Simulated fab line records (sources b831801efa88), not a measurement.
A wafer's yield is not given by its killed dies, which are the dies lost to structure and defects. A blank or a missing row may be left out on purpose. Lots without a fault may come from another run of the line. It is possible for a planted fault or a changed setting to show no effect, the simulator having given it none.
Chamber matching	flow gf180mcu	GF_V1_CMP_04 on cmp-02: 4 sister chambers
The step polishes SiO2. 4 wafers are shown with their chamber, then 7 later ones without.

## WAFERS WITH THEIR CHAMBER
wafer	chamber	motor_current_A (A)
L725.2	0	10.6
L728.2	3	12.6
L729.2	1	13.6
L729.4	2	13.7

## WAFERS WITHOUT THEIR CHAMBER
wafer	motor_current_A (A)
L729.5	10.7
L730.1	12.6
L730.3	13.7
L730.4	10.6
L738.2	12.7
L738.5	13.5
L738.6	11.1

## EACH ONE'S CHAMBER
wafer	from the rows above	in truth
L729.5	0	0
L730.1	3	3
L730.3	can't be placed: 2 or 1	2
L730.4	0	0
L738.2	3	3
L738.5	can't be placed: 1 or 2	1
L738.6	0	0
Correctly placed: 5 of 7. Can't be placed from these rows: 2 (the true chamber is among the candidates in 2). Number placed wrongly: 0.
How it was worked out, from the rows above alone: a wafer's distance from a chamber is the root of the sum, over the readings, of the square of ((its reading less the chamber's mean) divided by the reading's scatter). If the next closest chamber is less than 2 further off than the closest, the wafer can't be placed; otherwise it belongs to the closest. A chamber's mean is the mean of its shown wafers. The scatter: root of mean squared gap, hidden wafer to nearest shown wafer, with one shown wafer a chamber.
